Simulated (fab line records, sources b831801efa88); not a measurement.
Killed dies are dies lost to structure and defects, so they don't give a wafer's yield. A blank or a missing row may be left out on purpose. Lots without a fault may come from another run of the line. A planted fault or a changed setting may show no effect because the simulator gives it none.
fab line records | flow sky130
record lots=13 wafers=39 last_day=50
route steps=708 shown POLY_CUT@318 VIA4@650 PASSIVATION@681 PAD_OPEN@708
lots that met no fault: from a run of the same line without faults
start_h: hours from the record's first day to the start of the lot's first wafer shown | wait_h: hours since the lot's step before | " the same as in the row above | L1.1+2: a row that stands for several wafers | - no value, or no start given | * or withheld: withheld | < > ~ a bound
route shown NAME@n: a module of which the file shows steps, and the number in the route of the first | usual: mean/standard deviation of fault-free wafers | same: alike in all rows | chamber/n: place in a boat | sites: the reading at each site | _std_site: their standard deviation | _edge_site: outer sites' mean less inner sites' | radius_mm: how far each site lies from the wafer's centre | mask NAME#n: copy n | behind: the tool/chamber that last shaped the wafer | hold: why the lot was held/for how many hours/how that ended | device: the transistor (n, p or np) that didn't switch | end of line: the same wafers' tests at the end of the route | a step without rows: its recipe alone | killed: dies lost to structure and defects at the first sort, not the wafer's yield | map: a wafer's dies, x killed, . not, _ none there
set.NAME: the setting as run; set.NAME@STEP: as run at that earlier step | model.NAME: the simulator's own value behind a step, which no gauge read
steps of the route over a sample of lots; a table a step, a row a wafer
services: from which hour (start_h, from the record's first day; less than 0 if before it) a tool's chamber was out of use, for how many hours, and why
## steps
# step SKY_POLY_CUT_ETCH_11
# recipe target=Si3N4 chemistry=CF4/CH2F2/Ar stop_on=poly-Si source_w=600 bias_w=150 pressure_mtorr=40 cf4_flow_sccm=40 ch2f2_flow_sccm=20 Ar_flow_sccm=150 time_s=42.5 target_depth_a=600
# usual bias_w=150.0/0.42 drypump_motor_current_A=5.9/0.41 oes_product_au=0.832/0.0062 throttle_valve_pct=14.994/0.0091
# columns lot.wafer tool chamber start_h wait_h bias_w drypump_motor_current_A oes_product_au rf_hours_counter_h throttle_valve_pct
L545.4 rie_diel-04 1 564.41 0.0 149.8 6.0 0.834 70 14.977
L545.5 " 2 " " 150.4 5.7 0.824 - 14.989
L545.6 " 1 " " 149.8 6.0 0.833 - 14.991
L546.1 rie_diel-04 1 582.73 0.0 150.8 6.0 0.829 70 14.996
L546.2 " 2 " " 150.2 5.7 0.832 13 14.994
L546.6 " 1 " " 150.2 6.0 0.827 - 14.992
L547.1 rie_diel-02 1 595.55 0.0 149.4 5.7 0.818 5 14.994
L547.4 " 0 " " 150.2 5.4 0.825 2 14.972
L547.6 " 0 " " 149.9 5.4 0.820 - 14.998
L550.2 rie_diel-04 1 620.00 0.0 150.5 6.0 0.820 0 14.971
L550.4 " 2 " " 149.5 5.6 0.829 14 14.993
L550.6 " 0 " " 150.7 6.3 0.834 - 14.995
L551.2 rie_diel-04 1 641.38 0.0 150.1 6.0 0.840 0 14.999
L551.4 " 0 " " 149.9 6.3 0.831 9 15.001
L551.5 " 3 " " 149.7 6.1 0.826 - 14.993
L553.1 rie_diel-02 0 642.66 0.0 150.9 5.4 0.832 3 15.002
L553.5 " 0 " " 150.1 5.3 0.840 - 15.000
L553.6 " 1 " " 149.5 5.8 0.831 - 14.990
L554.2 rie_diel-04 0 651.16 0.0 149.2 6.3 0.838 10 15.010
L554.3 " 1 " " 150.2 6.0 0.831 1 14.994
L554.4 " 3 " " 150.2 6.1 0.825 - 15.006
L555.2 rie_diel-02 2 659.38 0.0 149.9 5.8 0.833 4 14.992
L555.3 " 1 " " 150.8 5.7 0.839 7 14.996
L555.5 " 0 " " 150.6 5.3 0.836 - 14.998
L557.2 rie_diel-02 0 662.26 0.0 149.5 5.3 0.836 4 15.007
L557.4 " 2 " " 149.8 5.8 0.838 4 15.015
L557.5 " 0 " " 150.0 5.3 0.833 - 14.993
L558.1 rie_diel-01 1 667.81 0.0 150.0 6.4 0.829 42 14.999
L558.4 " 3 " " 149.9 5.6 0.832 14 14.984
L558.6 " 1 " " 149.6 6.4 0.828 - 14.991
L556.2 rie_diel-04 2 668.28 0.0 149.6 5.7 0.831 14 14.986
L556.3 " 3 " " 149.9 6.1 0.837 4 15.016
L556.4 " 1 " " 150.2 6.0 0.841 1 14.988
L564.1 rie_diel-04 3 721.41 0.0 149.9 6.1 0.820 5 14.998
L564.2 " 1 " " 149.9 6.0 0.825 2 14.974
L564.4 " 2 " " 150.2 5.7 0.818 15 14.985
L566.2 rie_diel-04 2 735.16 0.0 149.8 5.7 0.820 16 14.977
L566.3 " 0 " " 149.5 6.3 0.826 11 14.993
L566.5 " 1 " " 149.1 6.0 0.834 - 15.010
# step SKY_VIA4_OVL_MEAS_11
# usual VIA4_OVL=1.4/1.4
# columns lot.wafer tool chamber start_h wait_h VIA4_OVL[nm]
L545.4 overlay-01 - 1010.65 0.1 2.6
L545.5 " - " " 1.9
L545.6 " - " " 5.4
L546.1 overlay-02 - 1021.11 0.1 1.7
L546.2 " - " " 1.3
L546.6 " - " " 0.6
L547.1 overlay-01 - 1033.36 0.1 0.9
L547.4 " - " " 2.6
L547.6 " - " " 2.3
L550.2 overlay-02 - 1049.49 0.1 0.0
L550.4 " - " " -0.2
L550.6 " - " " -0.6
L551.2 overlay-02 - 1064.74 0.1 0.4
L551.4 " - " " 2.2
L551.5 " - " " 1.3
L553.1 overlay-02 - 1066.11 0.1 0.8
L553.5 " - " " 1.0
L553.6 " - " " 0.4
L554.2 overlay-02 - 1075.22 0.1 -0.3
L554.3 " - " " 3.5
L554.4 " - " " 2.3
L555.2 overlay-02 - 1082.09 0.1 0.3
L555.3 " - " " 0.1
L555.5 " - " " 1.3
L557.2 overlay-02 - 1086.42 0.1 0.2
L557.4 " - " " -1.3
L557.5 " - " " 1.8
L558.1 overlay-02 - 1087.61 0.1 1.8
L558.4 " - " " 0.7
L558.6 " - " " 0.8
L556.2 overlay-01 - 1087.72 0.1 0.6
L556.3 " - " " 1.5
L556.4 " - " " 0.6
L564.1 overlay-01 - 1126.88 0.1 2.1
L564.2 " - " " 1.0
L564.4 " - " " 3.6
L566.2 overlay-01 - 1134.34 0.1 1.0
L566.3 " - " " 0.8
L566.5 " - " " 4.9
# step SKY_VIA4_SPUTTER_17
# recipe material=TiN target_thk_nm=20 chamber_pressure_pa=5 power_w=4000 time_s=80
# usual throttle_valve_pct=30.3/0.83
# columns lot.wafer tool chamber start_h wait_h throttle_valve_pct
L545.4 pvd_sputter-04 - 1011.33 0.0 31.2
L545.5 " - " " 29.5
L545.6 " - " " 30.7
L546.1 pvd_sputter-04 - 1021.85 0.0 31.1
L546.2 " - " " 31.3
L546.6 " - " " 29.8
L547.1 pvd_sputter-01 - 1034.10 0.0 30.3
L547.4 " - " " 30.0
L547.6 " - " " 30.7
L550.2 pvd_sputter-01 - 1050.18 0.0 30.6
L550.4 " - " " 31.0
L550.6 " - " " 30.8
L551.2 pvd_sputter-04 - 1065.43 0.0 31.2
L551.4 " - " " 29.7
L551.5 " - " " 31.4
L553.1 pvd_sputter-02 - 1066.81 0.0 30.5
L553.5 " - " " 29.7
L553.6 " - " " 28.2
L554.2 pvd_sputter-02 - 1075.91 0.0 30.0
L554.3 " - " " 30.1
L554.4 " - " " 28.1
L555.2 pvd_sputter-02 - 1082.78 0.0 27.9
L555.3 " - " " 30.0
L555.5 " - " " 30.5
L557.2 pvd_sputter-02 - 1087.11 0.0 29.8
L557.4 " - " " 29.9
L557.5 " - " " 30.5
L558.1 pvd_sputter-04 - 1088.31 0.0 31.3
L558.4 " - " " 30.0
L558.6 " - " " 31.3
L556.2 pvd_sputter-01 - 1088.41 0.0 30.7
L556.3 " - " " 30.6
L556.4 " - " " 30.2
L564.1 pvd_sputter-01 - 1127.63 0.0 30.8
L564.2 " - " " 29.8
L564.4 " - " " 30.8
L566.2 pvd_sputter-01 - 1135.04 0.0 30.0
L566.3 " - " " 30.1
L566.5 " - " " 30.2
# step SKY_PASSIVATION_CVD_00
# recipe material=SiO2 target_thk_nm=90 temp_c=400 time_s=withheld rf_w=600
# usual heater_power_w=622/120
# columns lot.wafer tool chamber start_h wait_h heater_power_w
L545.4 pecvd-03 0 1035.33 0.0 522
L545.5 " 1 " " 563
L545.6 " 2 " " 495
L546.1 pecvd-04 0 1045.71 0.0 596
L546.2 " 1 " " 600
L546.6 " 0 " " 620
L547.1 pecvd-02 1 1057.38 0.0 524
L547.4 " 0 " " 749
L547.6 " 2 " " 589
L550.2 pecvd-02 0 1073.27 0.0 766
L550.4 " 2 " " 615
L550.6 " 1 " " 601
L551.2 pecvd-03 0 1088.17 0.0 505
L551.4 " 2 " " 415
L551.5 " 0 " " 516
L553.1 pecvd-04 0 1089.22 0.0 527
L553.5 " 0 " " 541
L553.6 " 2 " " 793
L554.2 pecvd-03 0 1098.66 0.0 600
L554.3 " 2 " " 441
L554.4 " 0 " " 628
L555.2 pecvd-02 2 1105.28 0.0 585
L555.3 " 0 " " 718
L555.5 " 0 " " 709
L557.2 pecvd-03 0 1109.78 0.0 635
L557.4 " 1 " " 545
L557.5 " 2 " " 456
L558.1 pecvd-04 0 1110.19 0.0 589
L558.4 " 0 " " 581
L558.6 " 2 " " 829
L556.2 pecvd-02 1 1110.76 0.0 532
L556.3 " 2 " " 649
L556.4 " 1 " " 520
L564.1 pecvd-02 2 1148.22 0.0 666
L564.2 " 0 " " 800
L564.4 " 0 " " 797
L566.2 pecvd-04 0 1156.07 0.0 551
L566.3 " 2 " " 854
L566.5 " 2 " " 683
# step SKY_PAD_OPEN_PROBE_99
# usual killed_at_M0_to_M3=44/6.8 killed_at_M4_up=3.1/1.8 killed_at_contacts=25/5.2 killed_at_front_end=15/4.1 killed_at_other=0.3/0.62 killed_dies=88/9.4 killed_open=48/7.1 killed_short=40/6.1
# same gross_dies=492 killed_at_back_side=0
# columns lot.wafer tool chamber start_h wait_h killed_at_M0_to_M3 killed_at_M4_up killed_at_contacts killed_at_front_end killed_at_other killed_dies killed_open killed_short
L564.1 prober-02 - 1185.98 0.1 35 3 30 14 0 82 39 43
L564.2 prober-02 - 1186.03 0.1 38 1 22 13 0 74 40 33
L564.4 prober-02 - 1186.13 0.2 46 4 18 74 0 142 50 37
L566.2 prober-01 - 1192.05 0.1 33 1 24 71 2 131 44 35
L566.3 prober-01 - 1192.10 0.2 42 2 26 18 3 91 52 38
L566.5 prober-01 - 1192.20 0.2 36 4 26 16 0 82 47 35
# killed by level:class
L564.1 CONTACT:geometric_particle:open=13 VIA3:geometric_particle:open=11 LOCAL_INTERCONNECT:geometric_particle:short=7 POLY_GATE:geometric_particle:short=6 METAL1:geometric_particle:short=5 FIELD_ISO:geometric_particle:open=4 LI_CONTACT:geometric_particle:short=4 METAL2:geometric_particle:short=4
L564.2 LI_CONTACT:geometric_particle:open=9 VIA2:geometric_particle:open=7 VIA1:geometric_particle:open=6 CONTACT:geometric_particle:short=5 CONTACT:geometric_particle:open=5 METAL1:geometric_particle:short=5 VIA3:geometric_particle:open=4 FIELD_ISO:geometric_particle:short=3
L564.4 POLY_CUT:unspecified=54 VIA3:geometric_particle:open=13 VIA1:geometric_particle:open=8 FIELD_ISO:geometric_particle:open=7 VIA1:geometric_particle:short=7 POLY_GATE:geometric_particle:open=6 METAL2:geometric_particle:short=5 LI_CONTACT:geometric_particle:open=4
L566.2 POLY_CUT:unspecified=51 CONTACT:geometric_particle:open=12 VIA1:geometric_particle:open=7 FIELD_ISO:geometric_particle:short=6 VIA2:geometric_particle:open=6 FIELD_ISO:geometric_particle:open=5 METAL2:geometric_particle:short=5 POLY_GATE:geometric_particle:open=4
L566.3 VIA1:geometric_particle:open=10 FIELD_ISO:geometric_particle:open=9 CONTACT:geometric_particle:open=9 VIA2:geometric_particle:open=6 VIA3:geometric_particle:open=6 VIA3:geometric_particle:short=6 LI_CONTACT:geometric_particle:open=5 LOCAL_INTERCONNECT:geometric_particle:short=5
L566.5 VIA1:geometric_particle:open=9 CONTACT:geometric_particle:open=8 VIA2:geometric_particle:open=7 VIA1:geometric_particle:short=6 POLY_GATE:geometric_particle:open=5 LI_CONTACT:geometric_particle:open=5 LOCAL_INTERCONNECT:geometric_particle:short=5 POLY_GATE:geometric_particle:short=4
## services
# columns tool chamber start_h hours kind
pvd_sputter-02 - 542.03 4.0 repair
pecvd-04 - 556.71 2.8 repair
pvd_sputter-02 - 578.12 3.3 repair
pvd_sputter-01 - 618.77 0.6 repair
rie_diel-04 1 642.17 5.5 repair
rie_diel-04 2 648.43 10.5 repair
pecvd-02 1 658.35 4.1 repair
rie_diel-04 2 692.65 7.1 repair
pecvd-02 - 696.41 1.9 repair
pecvd-02 - 698.70 2.8 pm
rie_diel-04 0 708.08 6.7 repair
pecvd-02 - 756.96 1.2 repair
rie_diel-04 1 779.80 6.4 repair
rie_diel-04 2 799.34 2.8 repair
pvd_sputter-01 - 812.03 4.0 repair
rie_diel-04 - 840.68 1.1 repair
pecvd-02 - 901.42 14.6 pm
rie_diel-04 0 909.98 1.7 repair
pecvd-02 - 941.66 3.8 repair
rie_diel-04 0 942.26 25.2 repair
rie_diel-04 1 960.04 7.6 repair
rie_diel-04 - 1065.97 0.8 repair
pvd_sputter-01 - 1107.28 6.3 repair
pecvd-02 - 1117.58 0.8 pm
## key
first_sign step=SKY_PAD_OPEN_PROBE_99 reading=killed_at_front_end direction=up sigmas=14 usual=15 struck=72
effect step=SKY_PAD_OPEN_PROBE_99 reading=killed_dies direction=up sigmas=5.2 usual=88 struck=136
met_at SKY_POLY_CUT_ETCH_11
struck_lots L564,L566
struck_wafers L564.4,L566.2
tester_left_out L564,L566
not_acting_at SKY_VIA4_OVL_MEAS_11,SKY_VIA4_SPUTTER_17,SKY_PASSIVATION_CVD_00
onset_between 668.28 721.41
fault kind=chamber_particle_source tool=rie_diel-04 chamber=2 onset_h=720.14 steps=SKY_POLY_CUT_ETCH_11 rate_per_visit_cm2=0.68579 end_h=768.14
# tester_left_out: of these lots the tester's yield and bins aren't shown, on N5 and GAA mostly nor the transistor test; their killed dies are dies lost to structure and defects alone, not to doping, threshold or leakage, so they don't give the yield
